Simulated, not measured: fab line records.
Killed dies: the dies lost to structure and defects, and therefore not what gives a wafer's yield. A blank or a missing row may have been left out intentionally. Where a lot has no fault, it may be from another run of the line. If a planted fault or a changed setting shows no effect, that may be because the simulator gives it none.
Code-filled problem report in 8D (eight disciplines) form -- flow sky130 -- the parts of the form that need people (team, actions taken, sign-off) are left out

## 1. WHAT WENT WRONG
Mean of chamberPressurePa at SKY_METAL3_SPUTTER_04: 0.4960 Pa over 2 wafers from 1 lot, against 0.4000 Pa (standard deviation 0.00074) on wafers with no fault. So: +99 or more standard deviations from the usual mean.
The step: material TiN, target thk 70 nm, time 58.3 s.
Earliest sighting: wafer L992.3 on pvdSputter-03 at day 40 14:20. The record holds 36 wafers of 12 lots with a number at this step. Rule for "out", or "out of limits": more than 4 standard deviations from the usual mean. The other wafers with a number count as sound.

## 2. WHAT IT IS AND WHAT IT IS NOT
question,is,is not
which readings at this step,chamberPressurePa,-
which lots,L992,"L100, L102, L979, L981, L982, L986, L988, L996, L997, L998, L999"
which wafers of those lots,"L992.3, L992.5",L992.1
read on which tools,pvdSputter-03,"pvdSputter-01, pvdSputter-02"
when,from day 40 14:20,"up to then (16 sound wafers); but 18 sound wafers of L100, L102, L996, L997, L998, L999 came after"

## 3. WHAT RULES OUT EACH SUSPECT
Counting: if a tool at a process step up to the reading ran every lot that is out, it stays a suspect. Sound lots after the first of them don't rule it out here, since some wafers of a struck lot are sound.
- cmp-01 at SKY_VIA1_CMP_24 (polishes, stops on SiO2, t overpolish 15 s, target thk 0 nm): kept. It ran the lot that is out, L992 (day 38 09:25); its last sound lot up to then is L986 (day 36 05:39).
- pvdSputter-03 at SKY_METAL3_SPUTTER_02 (material AlCu, target thk 735 nm, time 39.1 s): kept. It ran the lot that is out, L992 (day 40 14:17); its last sound lot up to then is L981 (day 37 03:32).
- pvdSputter-03 at SKY_METAL3_SPUTTER_03 (material Ti, target thk 5 nm, time 3.3 s): kept. It ran the lot that is out, L992 (day 40 14:19); its last sound lot up to then is L981 (day 37 03:35).
- pvdSputter-03 at SKY_METAL3_SPUTTER_04 (material TiN, target thk 70 nm, time 58.3 s): kept. It ran the lot that is out, L992 (day 40 14:20); its last sound lot up to then is L981 (day 37 03:36). On those wafers its own readings are out: chamberPressurePa.
- Within cmp-01 at SKY_VIA1_CMP_24: the wafers that are out ran in chambers 0, 1; their sound lot-mates ran in chamber 2.
Left after counting: cmp-01 at SKY_VIA1_CMP_24, pvdSputter-03 at SKY_METAL3_SPUTTER_02, pvdSputter-03 at SKY_METAL3_SPUTTER_03, pvdSputter-03 at SKY_METAL3_SPUTTER_04.

## 4. THE CAUSE (what the simulator had put in)
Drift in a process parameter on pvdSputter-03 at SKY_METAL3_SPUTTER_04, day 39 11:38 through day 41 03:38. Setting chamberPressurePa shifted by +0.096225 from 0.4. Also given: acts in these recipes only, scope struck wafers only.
After counting, 4 suspects remain, this tool included.

## 5. THE EFFECT CHAIN, in route order
Rows list readings where the struck wafers' mean (over those with a number) sits beyond 3 standard deviations from the usual. Only readings whose record carries a usual standard deviation are examined. hours: median over the lots of the time between each lot's start at the first step of this table that gives one and its start at this step. sigmas: the change, counted in usual standard deviations.
hours,step,reading,usual,on struck wafers,change,sigmas
0,SKY_METAL3_SPUTTER_04,chamberPressurePa,0.4000 Pa,0.4960,+0.0959,+99 or more
Here are the process steps it includes:
- SKY_METAL3_SPUTTER_04: material TiN, target thk 70 nm, time 58.3 s.

## 6. WHAT WOULD HAVE CAUGHT IT SOONER
The fault began at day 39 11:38; the first out-of-limits reading in this record came at day 40 14:20, 27 hours later.
